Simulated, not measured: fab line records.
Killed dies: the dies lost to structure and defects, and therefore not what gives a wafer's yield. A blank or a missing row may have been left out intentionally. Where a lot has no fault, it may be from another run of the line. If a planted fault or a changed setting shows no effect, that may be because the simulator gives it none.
fab line records | flow sky130
record: lots: 5 wafers: 15 last_day: 52
route steps=708 shown CAPM@554 METAL3@555 VIA3@573 PAD_OPEN@708
lots that met no fault: from a run of the same line without faults
start_h: hours from the record's first day to the start of the lot's first wafer shown | wait_h: how many hours have passed since the lot's step before this one | " unchanged from the row above | L1.1+2: a single row standing in for several wafers | - either no value or no given start | * or withheld: withheld | < > ~ a bound
route shown NAME@n: a module of which the file shows steps, and the number in the route of the first | usual: mean/standard deviation of fault-free wafers | same: alike in all rows | chamber/n: place in a boat | sites: the reading at each site | _std_site: the values' standard deviation | _edge_site: mean of outer sites minus mean of inner sites | radius_mm: for every site, how far away it sits from the centre of the wafer | mask NAME#n: copy n | behind: tool/chamber where the wafer was last shaped | hold: the reason the lot was held/the length of the hold in hours/how it ended | device: the n, p or np transistor that did not switch | end of line: at the end of the route, the tests of the same wafers | a step given without rows: its recipe and nothing more | killed: the dies lost at the first sort to structure and to defects; this is not the yield of the wafer | map: shows each die of a wafer: x if killed, . if not, _ if none is there
set.NAME: the run value of the setting; set.NAME@STEP: its run value at that earlier step | model.NAME: the simulator's own value behind a step, which no gauge read
lots at some steps of the route; a table a step, a row a wafer
services: when a tool's chamber went out of use (start_h, in hours from the record's first day, below 0 if earlier), for how many hours, and the reason
== steps ==
step: SKY_CAPM_CLEAN_17
recipe: chemistry: O3/DIW dry: n2_spin
step: SKY_METAL3_DEHYDRATE_05
recipe: temp_c: 200 time_s: 60
step: SKY_METAL3_HMDS_06
recipe: prime_time_s: 60 prime_temp_c: 120
step: SKY_METAL3_COAT_07
recipe: resist: BARC temp_c: withheld time_s: withheld spin_rpm: 3000 resist_thk_nm: 60
step: SKY_METAL3_COAT_08
recipe: resist: KrF-thick spin_rpm: 3000 resist_thk_nm: 1140
step: SKY_METAL3_SOFTBAKE_09
recipe: temp_c: 100 time_s: 90 resist: KrF-thick
step: SKY_METAL3_EXPOSE_10
recipe: mask_id: MM3 na: 0.68 source_shape: annular sigma_inner: 0.4 sigma_outer: 0.8 target_cd_nm: 300 dose_mj: 28
step: SKY_METAL3_PEB_11
recipe: peb_temp_c: withheld peb_time_s: withheld resist: KrF-thick
step: SKY_METAL3_DEVELOP_12
recipe: develop_time_s: 60 resist: KrF-thick dev_temp_c: 21
step: SKY_METAL3_DESCUM_15
recipe: chemistry: O2 source_power_w: 150 bias_power_w: 0 pressure_mtorr: 10 temp_c: 40 time_s: 8
step: SKY_METAL3_ETCH_16
recipe: chemistry: N2/H2 target: BARC ion_energy_ev: 200 bias_w: 100 pressure_mtorr: 30 n2_flow_sccm: 100 h2_flow_sccm: 200 icp_w: 500 stop_on: SiO2 time_s: 88.2 target_depth_a: 600
usual: bias_w: 100.01/0.28 drypump_motor_current_A: 5.8/0.34 oes_product_au: 0.626/0.0047 throttle_valve_pct: 13.205/0.0087
columns lot.wafer tool chamber start_h wait_h bias_w drypump_motor_current_A oes_product_au rf_hours_counter_h throttle_valve_pct
L861.2 rie_metal-04 1 1014.08 0.0 100.16 5.7 0.626 19 13.199
L861.3 " 1 " " 100.53 5.8 0.636 - 13.205
L861.4 " 0 " " 99.94 6.2 0.630 - 13.195
L869.3 rie_metal-01 0 1070.99 0.1 99.84 5.2 0.622 - 13.210
L869.4 " 0 " " 100.02 5.2 0.628 - 13.204
L869.6 " 0 " " 99.97 5.2 0.622 - 13.208
L873.1 rie_metal-04 1 1092.24 0.0 100.06 5.7 0.633 24 13.206
L873.4 " 0 " " 99.63 6.2 0.630 - 13.212
L873.5 " 0 " " 99.68 6.2 0.626 - 13.190
L874.1 rie_metal-04 1 1095.39 0.0 100.00 5.7 0.630 24 13.209
L874.4 " 0 " " 100.39 6.2 0.622 - 13.197
L874.5 " 1 " " 99.82 5.8 0.624 - 13.225
L875.2 rie_metal-04 0 1099.18 0.0 100.10 6.2 0.620 18 13.207
L875.4 " 1 " " 100.22 5.7 0.622 - 13.223
L875.5 " 1 " " 100.19 5.7 0.626 - 13.215
step: SKY_METAL3_ETCH_17
recipe: target: SiO2 stop_on: TiN chemistry: C4F8/O2/Ar source_w: 1500 bias_w: 1200 pressure_mtorr: 40 c4f8_flow_sccm: withheld O2_flow_sccm: 6 Ar_flow_sccm: 300 time_s: 3.9 target_depth_a: 150
step: SKY_METAL3_METAL_ETCH_18
recipe: target_depth_a: 8450 stop_on: SiO2 over_etch_frac: 0.3 time_s: 183.1 chemistry: Cl2/BCl3 resist_sidewall_deg: 88 pressure_mtorr: 10 icp_w: 900 bias_w: 48.5 Cl2_flow_sccm: 60 bcl3_flow_sccm: 30
step: SKY_METAL3_STRIP_19
recipe: chemistry: O2/N2 power_w: 1400 pressure_mtorr: 1500 platen_temp_c: withheld o2_flow_sccm: 3000 n2_flow_sccm: 300 overash_fraction: 0.5
step: SKY_METAL3_STRIP_20
recipe: chemistry: post_etch_residue_remover time_s: 1200 temp_c: 72.5
step: SKY_METAL3_CLEAN_21
recipe: chemistry: IPA time_s: 180 temp_c: 25
step: SKY_METAL3_CLEAN_22
recipe: chemistry: O3/DIW dry: n2_spin
step: SKY_VIA3_HDPCVD_00
recipe: material: SiO2 target_thk_nm: 1635 sigma_open_frac: 0.3 time_s: 285.8 temp_c: 400 sih4_flow_sccm: 60 pressure_mtorr: 6
step: SKY_VIA3_CMP_02
recipe: material: SiO2 down_force_psi: 4 platen_rpm: 60 pad_velocity_m_s: 0.94248
step: SKY_VIA3_DEHYDRATE_04
recipe: temp_c: 200 time_s: 60
step: SKY_VIA3_HMDS_05
recipe: prime_time_s: 60 prime_temp_c: 120
step: SKY_VIA3_COAT_06
recipe: resist: BARC temp_c: withheld time_s: withheld spin_rpm: 3000 resist_thk_nm: 60
step: SKY_VIA3_COAT_07
recipe: resist: KrF-thick spin_rpm: 3000 resist_thk_nm: 450
step: SKY_VIA3_SOFTBAKE_08
recipe: temp_c: 100 time_s: 90 resist: KrF-thick
step: SKY_VIA3_EXPOSE_09
recipe: mask_id: VIM3 na: 0.8 source_shape: annular sigma_inner: 0.55 sigma_outer: 0.85 target_cd_nm: 200 dose_mj: 38
step: SKY_VIA3_PEB_10
recipe: peb_temp_c: withheld peb_time_s: withheld resist: KrF-thick
step: SKY_VIA3_DEVELOP_11
recipe: develop_time_s: 60 resist: KrF-thick dev_temp_c: 21
step: SKY_VIA3_ETCH_14
recipe: chemistry: N2/H2 target: BARC ion_energy_ev: 200 source_w: 500 bias_w: 100 pressure_mtorr: 30 n2_flow_sccm: 100 h2_flow_sccm: 200 stop_on: SiO2 time_s: 45.9 target_depth_a: 600
step: SKY_VIA3_ETCH_15
recipe: target: SiO2 chemistry: C4F8/O2/Ar target_depth_nm: 507 stop_on: TiN mask_material: KrF-thick source_w: 1500 bias_w: 1200 pressure_mtorr: 40 c4f8_flow_sccm: withheld O2_flow_sccm: 6 Ar_flow_sccm: 300 time_s: 78
step: SKY_VIA3_STRIP_16
recipe: chemistry: O2/N2 power_w: 1400 pressure_mtorr: 1500 platen_temp_c: withheld o2_flow_sccm: 3000 n2_flow_sccm: 300 overash_fraction: 0.5
step: SKY_VIA3_STRIP_17
recipe: chemistry: post_etch_residue_remover time_s: 1200 temp_c: 72.5
step: SKY_VIA3_CLEAN_18
recipe: chemistry: IPA time_s: 180 temp_c: 25
step: SKY_VIA3_CLEAN_19
recipe: chemistry: O3/DIW dry: n2_spin
step: SKY_VIA3_SPUTTER_20
recipe: material: TiN target_thk_nm: 20 chamber_pressure_pa: 5 power_w: 4000 time_s: 80
step: SKY_VIA3_CVD_21
recipe: material: W target_thk_nm: 390 time_s: 117.31 temp_c: 400 pressure_torr: 40
step: SKY_PAD_OPEN_PROBE_99
usual: defect_limited_yield: 82.5/1.9 killed_at_M0_to_M3: 44/7.1 killed_at_M4_up: 3.3/1.9 killed_at_contacts: 24/5.3 killed_at_front_end: 15/4.5 killed_at_other: 0.3/0.55 killed_dies: 86/9.5 killed_on_rim: 16/3.7 killed_open: 46/7.3 killed_short: 39/6.4 sort_bin_3_pad_short: 0.9/0.43 sort_bin_5_function: 10.3/1.4 sort_bin_6_memory: 6.3/1 sort_n_pass: 406/9.5 sort_yield_pct: 82.5/1.9
same: gross_dies: 492 killed_at_back_side: 0 sort_bin_4_leakage[%]: 0 sort_bin_8_speed[%]: 0
columns lot.wafer tool chamber start_h wait_h defect_limited_yield[%] killed_at_M0_to_M3 killed_at_M4_up killed_at_contacts killed_at_front_end killed_at_other killed_dies killed_on_rim killed_open killed_short sort_bin_3_pad_short[%] sort_bin_5_function[%] sort_bin_6_memory[%] sort_n_pass sort_yield_pct[%] model.etest.tester.sort_bin_3_pct
L861.2 prober-01 - 1176.26 0.1 80.9 49 2 19 24 0 94 20 59 35 0.6 12.0 6.5 398 80.9 0.6098
L861.3 prober-01 - 1176.31 0.2 85.0 32 3 19 19 1 74 17 46 27 0.4 9.3 5.3 418 85.0 0.4065
L861.4 prober-01 - 1176.36 0.2 82.3 49 5 17 16 0 87 13 42 45 0.8 11.0 5.9 405 82.3 0.813
L869.3 prober-01 - 1220.32 0.2 79.3 43 5 33 21 0 102 22 54 48 0.8 12.4 7.5 390 79.3 0.813
L869.4 prober-01 - 1220.37 0.2 82.5 42 5 24 15 0 86 13 48 38 1.2 9.8 6.5 406 82.5 1.22
L869.6 prober-01 - 1220.47 0.2 82.1 43 3 25 17 0 88 11 51 35 1.2 9.8 6.9 404 82.1 1.22
L873.1 prober-01 - 1235.42 0.1 78.3 48 4 33 22 0 107 26 58 49 1.2 12.2 8.3 385 78.3 1.22
L873.4 prober-01 - 1235.57 0.2 79.1 48 3 36 16 0 103 27 49 39 1.8 11.6 7.5 389 79.1 1.829
L873.5 prober-01 - 1235.62 0.2 77.0 64 3 29 17 0 113 25 53 43 1.4 14.6 6.9 379 77.0 1.423
L874.1 prober-01 - 1238.02 0.1 84.8 43 0 20 12 0 75 17 40 35 1.2 8.3 5.7 417 84.8 1.22
L874.4 prober-01 - 1238.17 0.2 80.9 53 1 19 21 0 94 24 42 34 1.0 12.0 6.1 398 80.9 1.016
L874.5 prober-01 - 1238.22 0.2 82.7 42 2 27 14 0 85 18 51 34 0.4 11.2 5.7 407 82.7 0.4065
L875.2 prober-02 - 1240.25 0.1 80.1 62 2 17 16 1 98 26 42 41 1.8 9.8 8.3 394 80.1 1.829
L875.4 prober-02 - 1240.35 0.2 80.7 50 4 28 13 0 95 19 40 55 1.6 11.2 6.5 397 80.7 1.626
L875.5 prober-02 - 1240.40 0.2 85.2 39 3 19 12 0 73 13 41 32 0 10.0 4.9 419 85.2 0
killed by level:class
L861.2 VIA1:geometric_particle:open=16 VIA3:geometric_particle:open=13 LI_CONTACT:geometric_particle:open=10 FIELD_ISO:geometric_particle:short=7 VIA2:geometric_particle:open=6 POLY_GATE:geometric_particle:short=5 POLY_GATE:geometric_particle:open=4 VIA1:geometric_particle:short=4
L861.3 VIA1:geometric_particle:open=14 CONTACT:geometric_particle:open=8 POLY_GATE:geometric_particle:short=5 LI_CONTACT:geometric_particle:open=5 POLY_GATE:geometric_particle:open=4 METAL2:geometric_particle:short=4 VIA3:geometric_particle:open=4 FIELD_ISO:geometric_particle:open=3
L861.4 VIA1:geometric_particle:open=12 LI_CONTACT:geometric_particle:open=7 VIA1:geometric_particle:short=7 METAL2:geometric_particle:short=7 VIA3:geometric_particle:open=5 VIA3:geometric_particle:short=5 METAL4:geometric_particle:short=5 POLY_GATE:geometric_particle:open=4
L869.3 CONTACT:geometric_particle:open=13 VIA1:geometric_particle:open=9 POLY_GATE:geometric_particle:open=6 LI_CONTACT:geometric_particle:open=5 VIA2:geometric_particle:open=5 CONTACT:geometric_particle:short=5 METAL2:geometric_particle:short=5 VIA1:geometric_particle:short=5
L869.4 LI_CONTACT:geometric_particle:open=9 METAL2:geometric_particle:short=8 CONTACT:geometric_particle:open=7 VIA2:geometric_particle:open=6 VIA1:geometric_particle:open=5 METAL2:geometric_particle:open=5 POLY_GATE:geometric_particle:open=4 LOCAL_INTERCONNECT:geometric_particle:short=4
L869.6 VIA3:geometric_particle:open=9 VIA2:geometric_particle:open=7 CONTACT:geometric_particle:open=7 VIA1:geometric_particle:open=7 LI_CONTACT:geometric_particle:open=6 POLY_GATE:geometric_particle:short=5 LOCAL_INTERCONNECT:geometric_particle:short=5 FIELD_ISO:geometric_particle:open=4
L873.1 CONTACT:geometric_particle:open=13 POLY_GATE:geometric_particle:short=9 VIA3:geometric_particle:open=8 VIA1:geometric_particle:short=7 LI_CONTACT:geometric_particle:open=7 VIA1:geometric_particle:open=7 CONTACT:geometric_particle:short=6 METAL2:geometric_particle:short=6
L873.4 METAL3:unspecified=15 LI_CONTACT:geometric_particle:open=12 CONTACT:geometric_particle:open=10 VIA1:geometric_particle:open=8 METAL1:geometric_particle:short=6 CONTACT:geometric_particle:short=6 FIELD_ISO:geometric_particle:open=5 LOCAL_INTERCONNECT:geometric_particle:short=5
L873.5 METAL3:unspecified=17 VIA2:geometric_particle:open=10 LI_CONTACT:geometric_particle:open=8 VIA1:geometric_particle:open=8 CONTACT:geometric_particle:open=7 VIA1:geometric_particle:short=7 CONTACT:geometric_particle:short=6 METAL2:geometric_particle:short=6
L874.1 VIA1:geometric_particle:open=13 CONTACT:geometric_particle:open=7 VIA2:geometric_particle:open=7 METAL1:geometric_particle:short=6 LI_CONTACT:geometric_particle:short=5 METAL2:geometric_particle:short=5 CONTACT:geometric_particle:short=5 VIA3:geometric_particle:open=5
L874.4 METAL3:unspecified=16 VIA1:geometric_particle:open=12 FIELD_ISO:geometric_particle:short=7 FIELD_ISO:geometric_particle:open=6 CONTACT:geometric_particle:short=6 VIA3:geometric_particle:open=5 LI_CONTACT:geometric_particle:short=4 CONTACT:geometric_particle:open=4
L874.5 CONTACT:geometric_particle:open=13 VIA1:geometric_particle:open=10 LI_CONTACT:geometric_particle:open=7 VIA1:geometric_particle:short=6 VIA3:geometric_particle:open=6 VIA2:geometric_particle:open=6 METAL1:geometric_particle:short=5 FIELD_ISO:geometric_particle:open=3
L875.2 METAL3:unspecified=15 CONTACT:geometric_particle:open=8 METAL1:geometric_particle:short=7 VIA2:geometric_particle:open=7 METAL2:geometric_particle:short=6 VIA3:geometric_particle:open=6 POLY_GATE:geometric_particle:short=5 VIA1:geometric_particle:short=5
L875.4 METAL1:geometric_particle:short=10 CONTACT:geometric_particle:open=8 LOCAL_INTERCONNECT:geometric_particle:short=7 CONTACT:geometric_particle:short=7 METAL2:geometric_particle:short=7 VIA1:geometric_particle:open=6 VIA3:geometric_particle:open=6 VIA3:geometric_particle:short=5
L875.5 VIA3:geometric_particle:open=10 CONTACT:geometric_particle:open=9 VIA1:geometric_particle:open=8 POLY_GATE:geometric_particle:open=5 LOCAL_INTERCONNECT:geometric_particle:short=4 METAL2:geometric_particle:short=4 METAL3:geometric_particle:short=4 FIELD_ISO:geometric_particle:open=3
== services ==
columns tool chamber start_h hours kind
rie_metal-01 1 1068.93 4.2 repair
rie_metal-01 - 1089.03 4.3 pm
== key ==
first_sign: step: SKY_PAD_OPEN_PROBE_99 reading: killed_at_M0_to_M3 direction: up sigmas: 1.8 usual: 44 struck: 57 wafers_moved: 2
effect: step: SKY_PAD_OPEN_PROBE_99 reading: killed_on_rim direction: up sigmas: 2.4 usual: 16 struck: 26
model_effect: step: SKY_PAD_OPEN_PROBE_99 value: etest.tester.sort_bin_3_pct without: 0.7114 struck: 1.524
met_at SKY_METAL3_ETCH_16
struck_wafers L873.4,L873.5,L874.4,L875.2
onset_between 1014.08 1092.24
fault: kind: chamber_particle_source tool: rie_metal-04 chamber: 0 onset_h: 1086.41 steps: SKY_METAL3_ETCH_16 rate_per_visit_cm2: 1.2053 end_h: 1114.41
